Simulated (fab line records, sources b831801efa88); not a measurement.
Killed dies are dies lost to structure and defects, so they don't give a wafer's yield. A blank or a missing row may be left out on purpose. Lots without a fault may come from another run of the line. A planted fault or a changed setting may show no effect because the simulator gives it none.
fab line records | flow gf180mcu | part 2 of 2: steps 25 to 34 of 34
record lots=5 wafers=15 last_day=34
route steps=602 shown HV_LDD@211 NSD@235
lots that met no fault: from a run of the same line without faults
start_h: hours from the record's first day to the start of the lot's first wafer shown | wait_h: hours since the lot's step before | " the same as in the row above | L1.1+2: a row that stands for several wafers | - no value, or no start given | * or withheld: withheld | < > ~ a bound
route shown NAME@n: a module of which the file shows steps, and the number in the route of the first | usual: mean/standard deviation of fault-free wafers | same: alike in all rows | chamber/n: place in a boat | sites: the reading at each site | _std_site: their standard deviation | _edge_site: outer sites' mean less inner sites' | radius_mm: how far each site lies from the wafer's centre | mask NAME#n: copy n | behind: the tool/chamber that last shaped the wafer | hold: why the lot was held/for how many hours/how that ended | device: the transistor (n, p or np) that didn't switch | end of line: the same wafers' tests at the end of the route | a step without rows: its recipe alone | killed: dies lost to structure and defects at the first sort, not the wafer's yield | map: a wafer's dies, x killed, . not, _ none there
set.NAME: the setting as run; set.NAME@STEP: as run at that earlier step | model.NAME: the simulator's own value behind a step, which no gauge read
lots at some steps of the route; a table a step, a row a wafer
services: from which hour (start_h, from the record's first day; less than 0 if before it) a tool's chamber was out of use, for how many hours, and why
## steps
# step GF_NSD_DEHYDRATE_00
# recipe temp_c=200 time_s=60
# usual chill_plate_temp_C=23.01/0.096
# columns lot.wafer tool chamber start_h wait_h chill_plate_temp_C
L076.2 litho_track-04 0 302.95 9.5 23.09
L076.4 " 0 " " 23.14
L076.6 " 0 " " 22.95
L078.2 litho_track-01 0 318.61 9.8 23.12
L078.4 " 0 " " 22.87
L078.6 " 0 " " 22.92
L084.3 litho_track-01 0 367.14 10.4 22.94
L084.4 " 0 " " 23.09
L084.6 " 0 " " 23.01
L091.1 litho_track-03 0 424.87 11.7 23.00
L091.2 " 0 " " 23.10
L091.4 " 0 " " 23.03
L095.2 litho_track-04 0 455.69 11.3 22.91
L095.4 " 0 " " 22.87
L095.5 " 0 " " 22.97
# step GF_NSD_HMDS_01
# recipe prime_time_s=60 prime_temp_c=120
# usual chill_plate_temp_C=23.00/0.1
# columns lot.wafer tool chamber start_h wait_h chill_plate_temp_C
L076.2 litho_track-04 0 303.10 0.1 23.09
L076.4 " 0 " " 23.02
L076.6 " 0 " " 22.89
L078.2 litho_track-01 0 318.76 0.1 22.98
L078.4 " 0 " " 22.78
L078.6 " 0 " " 22.87
L084.3 litho_track-01 0 367.29 0.1 23.05
L084.4 " 0 " " 23.02
L084.6 " 0 " " 22.91
L091.1 litho_track-03 0 425.02 0.1 22.76
L091.2 " 0 " " 22.99
L091.4 " 0 " " 22.83
L095.2 litho_track-04 0 455.84 0.1 23.06
L095.4 " 0 " " 22.90
L095.5 " 0 " " 22.85
# step GF_NSD_COAT_02
# recipe resist=NOVOLAK spin_rpm=3000 resist_thk_nm=1000
# usual chill_plate_temp_C=22.99/0.11
# columns lot.wafer tool chamber start_h wait_h chill_plate_temp_C
L076.2 litho_track-04 0 303.25 0.1 22.95
L076.4 " 0 " " 22.88
L076.6 " 0 " " 22.88
L078.2 litho_track-01 0 318.91 0.1 22.99
L078.4 " 0 " " 22.96
L078.6 " 0 " " 22.99
L084.3 litho_track-01 0 367.44 0.1 23.05
L084.4 " 0 " " 23.05
L084.6 " 0 " " 22.97
L091.1 litho_track-03 0 425.17 0.1 22.91
L091.2 " 0 " " 23.00
L091.4 " 0 " " 23.03
L095.2 litho_track-04 0 455.99 0.1 22.98
L095.4 " 0 " " 23.09
L095.5 " 0 " " 23.03
# step GF_NSD_SOFTBAKE_03
# recipe temp_c=90 time_s=60 resist=NOVOLAK
# usual chill_plate_temp_C=22.97/0.11
# columns lot.wafer tool chamber start_h wait_h chill_plate_temp_C
L076.2 litho_track-04 0 303.40 0.1 22.95
L076.4 " 0 " " 23.10
L076.6 " 0 " " 22.88
L078.2 litho_track-01 0 319.06 0.1 23.01
L078.4 " 0 " " 23.05
L078.6 " 0 " " 23.13
L084.3 litho_track-01 0 367.59 0.1 22.98
L084.4 " 0 " " 22.79
L084.6 " 0 " " 22.80
L091.1 litho_track-03 0 425.32 0.1 22.95
L091.2 " 0 " " 22.85
L091.4 " 0 " " 23.00
L095.2 litho_track-04 0 456.14 0.1 23.16
L095.4 " 0 " " 23.10
L095.5 " 0 " " 23.04
# step GF_NSD_EXPOSE_04
# recipe mask_id=Nplus target_cd_nm=400 na=0.6 source_shape=conventional sigma_outer=0.6 dose_mj=140
# usual exposure_dose_mJ_cm2=140.01/0.12 reticle_temp_C=22.99/0.1
# columns lot.wafer tool chamber start_h wait_h mask exposure_dose_mJ_cm2 reticle_temp_C
L076.2 iline_stepper-02 0 - - Nplus#0 140.06 22.95
L076.4 " 0 " " Nplus#0 140.01 23.04
L076.6 " 0 " " Nplus#0 140.08 23.00
L078.2 iline_stepper-01 0 - - Nplus#0 139.93 23.13
L078.4 " 0 " " Nplus#0 140.13 22.97
L078.6 " 0 " " Nplus#0 139.98 22.93
L084.3 iline_stepper-02 0 - - Nplus#0 140.04 22.88
L084.4 " 0 " " Nplus#0 140.05 22.99
L084.6 " 0 " " Nplus#0 140.29 23.01
L091.1 iline_stepper-02 0 - - Nplus#0 140.03 23.21
L091.2 " 0 " " Nplus#0 140.25 22.97
L091.4 " 0 " " Nplus#0 140.18 23.00
L095.2 iline_stepper-01 0 - - Nplus#0 139.97 23.04
L095.4 " 0 " " Nplus#0 140.14 23.02
L095.5 " 0 " " Nplus#0 139.90 22.94
# step GF_NSD_PEB_05
# recipe temp_c=withheld time_s=* resist=NOVOLAK
# usual chill_plate_temp_C=*
# columns lot.wafer tool chamber start_h wait_h chill_plate_temp_C
L076.2 litho_track-04 0 - - *
L076.4 " 0 " " *
L076.6 " 0 " " *
L078.2 litho_track-01 0 - - *
L078.4 " 0 " " *
L078.6 " 0 " " *
L084.3 litho_track-04 0 - - *
L084.4 " 0 " " *
L084.6 " 0 " " *
L091.1 litho_track-04 0 - - *
L091.2 " 0 " " *
L091.4 " 0 " " *
L095.2 litho_track-03 0 - - *
L095.4 " 0 " " *
L095.5 " 0 " " *
# step GF_NSD_DEVELOP_06
# recipe develop_time_s=60 dev_temp_c=23
# usual chill_plate_temp_C=23.00/0.11
# columns lot.wafer tool chamber start_h wait_h chill_plate_temp_C
L076.2 litho_track-04 0 313.70 0.1 23.04
L076.4 " 0 " " 23.06
L076.6 " 0 " " 22.79
L078.2 litho_track-01 0 329.61 0.1 23.02
L078.4 " 0 " " 23.02
L078.6 " 0 " " 22.88
L084.3 litho_track-04 0 379.17 0.1 22.95
L084.4 " 0 " " 22.85
L084.6 " 0 " " 22.84
L091.1 litho_track-04 0 437.27 0.1 22.83
L091.2 " 0 " " 22.85
L091.4 " 0 " " 23.00
L095.2 litho_track-03 0 468.25 0.1 23.24
L095.4 " 0 " " 23.15
L095.5 " 0 " " 23.02
# step GF_NSD_CD_MEAS_07
# recipe target_cd_nm=400
# usual cd_nm=400.5/2.3
# columns lot.wafer tool chamber start_h wait_h cd_nm
L076.2 cd_sem-02 - 313.84 0.1 399.0
L076.4 " - " " 397.3
L076.6 " - " " 400.4
L078.2 cd_sem-02 - 329.76 0.1 405.4
L078.4 " - " " 402.5
L078.6 " - " " 400.9
L084.3 cd_sem-02 - 379.31 0.1 401.1
L084.4 " - " " 400.6
L084.6 " - " " 400.9
L091.1 cd_sem-01 - 437.42 0.1 400.3
L091.2 " - " " 400.6
L091.4 " - " " 398.8
L095.2 cd_sem-01 - 468.40 0.1 401.8
L095.4 " - " " 400.7
L095.5 " - " " 402.3
# step GF_NSD_OVL_MEAS_08
# usual NSD_OVL=0.9/1.5
# columns lot.wafer tool chamber start_h wait_h NSD_OVL[nm]
L076.2 overlay-02 - 313.95 0.1 1.6
L076.4 " - " " 1.8
L076.6 " - " " 1.1
L078.2 overlay-01 - 329.86 0.1 0.1
L078.4 " - " " 1.3
L078.6 " - " " 0.5
L084.3 overlay-02 - 379.40 0.1 1.7
L084.4 " - " " 2.2
L084.6 " - " " 1.9
L091.1 overlay-02 - 437.54 0.1 2.4
L091.2 " - " " 2.0
L091.4 " - " " 0.4
L095.2 overlay-01 - 468.50 0.1 2.5
L095.4 " - " " 3.2
L095.5 " - " " 3.8
# step GF_NSD_IMPLANT_09
# recipe species=As energy_kev=60 dose_cm2=4e+15 tilt_deg=7
# usual beam_energy_keV=59.998/0.02
# columns lot.wafer tool chamber start_h wait_h beam_energy_keV
L076.2 implanter-01 0 314.00 0.0 59.995
L076.4 " 0 " " 60.035
L076.6 " 0 " " 60.001
L078.2 implanter-01 0 329.92 0.0 59.997
L078.4 " 0 " " 59.989
L078.6 " 0 " " 60.004
L084.3 implanter-01 0 379.48 0.1 59.978
L084.4 " 0 " " 59.996
L084.6 " 0 " " 59.991
L091.1 implanter-02 0 437.58 0.0 60.001
L091.2 " 0 " " 59.991
L091.4 " 0 " " 60.011
L095.2 implanter-03 0 468.56 0.0 60.008
L095.4 " 0 " " 60.018
L095.5 " 0 " " 60.028
## services
# columns tool chamber start_h hours kind
implanter-04 - 247.68 1.2 repair
rie_diel-01 0 252.82 1.7 repair
plasma_asher-01 - 262.77 2.8 pm
rie_diel-01 - 268.59 2.5 repair
plasma_asher-02 - 277.99 1.2 repair
implanter-04 - 278.90 3.2 repair
implanter-01 - 279.93 4.4 pm
implanter-03 - 293.33 1.7 repair
rie_diel-01 2 301.78 19.7 repair
wet_bench-04 - 304.94 8.0 repair
plasma_asher-01 - 308.91 0.6 repair
lpcvd-02 - 324.97 15.6 pm
rie_diel-02 - 327.13 1.2 repair
lpcvd-01 - 340.82 6.1 pm
lpcvd-01 - 359.29 2.9 repair
iline_stepper-02 - 364.16 1.7 pm
implanter-04 - 366.70 0.6 repair
implanter-01 - 371.20 1.5 repair
lpcvd-01 - 383.41 2.6 repair
iline_stepper-01 - 389.16 8.3 repair
implanter-04 - 393.01 1.7 repair
iline_stepper-01 - 397.46 1.7 pm
iline_stepper-01 - 403.65 4.3 pm
iline_stepper-02 - 443.97 1.3 repair
